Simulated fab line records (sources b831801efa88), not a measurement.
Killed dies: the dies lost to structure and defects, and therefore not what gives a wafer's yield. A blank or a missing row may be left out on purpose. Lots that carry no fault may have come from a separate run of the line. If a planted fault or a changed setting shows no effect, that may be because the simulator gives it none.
Which tool did it? -- flow gf180mcu -- Sampling: 7 lots, 21 wafers, 4 of 602 route steps

WHAT THE GAUGES SHOWED, per wafer
GF_V2_OVL_MEAS_15.
lot,measured,on,V2_OVL (nm)
L196,day 22 01:48,overlay-02,2 -2 4
L198,day 22 16:43,overlay-01,-7 -3 -12
L201,day 23 22:10,overlay-02,14 0 9
L203,day 24 19:12,overlay-01,4 -1 1
L213,day 27 00:13,overlay-01,7 1 6
L215,day 27 14:25,overlay-01,1 3 -3

WHICH TOOL RAN EACH LOT (tool, then ch and the chambers of the sampled wafers, then the start)
lot,GF_VT_IMPLANT_STRIP_31,GF_VT_IMPLANT_WET_ETCH_50,GF_V2_CMP_04
L196,"plasma asher-03 ch 0,1, day 8 01:18","wet bench-02 ch 3, day 8 17:43","cmp-02 ch 0,1,2, day 21 02:09"
L198,"plasma asher-03 ch 0, day 8 12:57","wet bench-01 ch 3, day 9 06:34","cmp-01 ch 1,3, day 21 17:09"
L201,"plasma asher-01 ch 0,1, day 9 06:05","wet bench-04 ch 3, day 9 23:02","cmp-02 ch 1,2,3, day 22 22:52"
L203,"plasma asher-01 ch 0,1, day 9 19:51","wet bench-01 ch 1, day 10 13:36","cmp-02 ch 0,3, day 23 20:43"
L207,"plasma asher-04 ch 1, day 10 18:48","wet bench-01 ch 2, day 11 13:07",-
L213,"plasma asher-03 ch 0,1, day 12 09:34","wet bench-01 ch 3, day 13 05:26","cmp-02 ch 1,2,3, day 26 03:28"
L215,"plasma asher-01 ch 0, day 12 22:39","wet bench-02 ch 2, day 13 19:29","cmp-02 ch 1,2, day 26 18:13"
- GF_VT_IMPLANT_STRIP_31: strips in O2/N2.
- GF_VT_IMPLANT_WET_ETCH_50: etches SiO2 in dHF, target depth 20 nm, time 400 s.
- GF_V2_CMP_04: polishes SiO2.

THE ANSWER, worked out from the rows above alone
Rule: the lots themselves supply what counts as usual. The widest of any qualifying gaps counts: lots, ordered by their means at a reading, are off when they make up no more than a third of the lots, leave a main group of 4 or more, and stand apart from it by 3 or more times the standard deviation of that group's means. A main group whose means are all the same, to the digits that the tables above print for the reading, isn't used. A lot without any number at a reading at which 4 lots or more have one is off too. The other lots that the step has rows for count as sound.
Across all readings shown, no lot is off: no conclusion can be drawn from this.

WHAT THE SIMULATOR HAD PUT IN
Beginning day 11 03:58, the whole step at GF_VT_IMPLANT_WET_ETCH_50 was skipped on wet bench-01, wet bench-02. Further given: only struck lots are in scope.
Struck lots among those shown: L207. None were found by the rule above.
